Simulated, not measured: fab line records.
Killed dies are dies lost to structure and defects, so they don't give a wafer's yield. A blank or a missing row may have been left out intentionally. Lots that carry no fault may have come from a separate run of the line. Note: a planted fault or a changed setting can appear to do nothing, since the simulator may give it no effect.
2 desks, one fault :: flow gf180mcu :: each desk has only its own numbers; what lay behind them comes last

THE METROLOGY DESK
Means of the sampled wafers that have a number, per lot and without regard to the tool the lot ran on: this is what the gauges read. Marked OUT: a lot whose mean sits more than 4 standard deviations from the usual mean, which makes it out of limits; the brackets give that distance.
Columns: A = V4_OVL at GF_V4_OVL_MEAS_15, usual -2 nm
lot: L274
first seen here: day 24 11:31
A: -6

lot: L275
first seen here: day 24 18:34
A: -7

lot: L276
first seen here: day 25 02:08
A: -8

lot: L278
first seen here: day 25 22:19
A: 1

lot: L279
first seen here: day 26 09:56
A: 3

lot: L280
first seen here: day 26 18:04
A: -5

lot: L281
first seen here: day 27 01:33
A: -1

lot: L282
first seen here: day 27 04:22
A: -6

lot: L283
first seen here: day 27 15:37
A: 3

lot: L285
first seen here: day 28 07:07
A: -1

lot: L287
first seen here: day 28 17:28
A: 1

lot: L288
first seen here: day 29 02:24
A: -6

lot: L297
first seen here: day 31 09:00
A: 3
This desk's finding: nothing out of limits on any of the 13 lots.

THE TOOL OWNER'S DESK: cvdW-01
The tool's own readings at GF_V4_CVD_23 (deposits W, target thk 350 nm, time 104.9 s): means of the sampled wafers that have a number, for each lot that ran on this tool. Marked OUT: a lot whose mean sits more than 4 standard deviations from the usual mean, which makes it out of limits; the brackets give that distance.
Columns: A = chamberPressureTorr at GF_V4_CVD_23, usual 40.00 Torr; B = heaterPowerW at GF_V4_CVD_23, usual 827 W
lot: L274
first seen here: day 24 12:23
A: 40.00
B: 805

lot: L282
first seen here: day 27 05:17
A: 39.99
B: 823

lot: L283
first seen here: day 27 16:24
A: 40.06
B: 820

lot: L285
first seen here: day 28 08:15
A: 40.08
B: 813

lot: L287
first seen here: day 28 18:16
A: 38.73 (-15) OUT
B: 824

lot: L288
first seen here: day 29 03:12
A: 38.78 (-14) OUT
B: 817
This desk finds L287, L288 out of limits, L287 being first, at day 28 18:16 (chamberPressureTorr at GF_V4_CVD_23). L274, L282, L283, L285 stayed within limits.

ALL TOGETHER
The tool owner's desk could have raised an alarm at day 28 18:16, on L287, L288.
Metrology desk: nothing out of limits seen.
The metrology desk has L287, L288 on record, within its limits.
On cvdW-01, each named lot ran GF_V4_CVD_23.

WHAT HAD BEEN PUT IN BY THE SIMULATOR
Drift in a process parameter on cvdW-01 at GF_V4_CVD_23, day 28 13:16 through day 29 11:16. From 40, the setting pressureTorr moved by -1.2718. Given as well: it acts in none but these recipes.
Struck lots among those shown: L287, L288.
How many hours passed from the start of the fault until each desk's first out-of-limits reading: the tool owner's desk, 5.
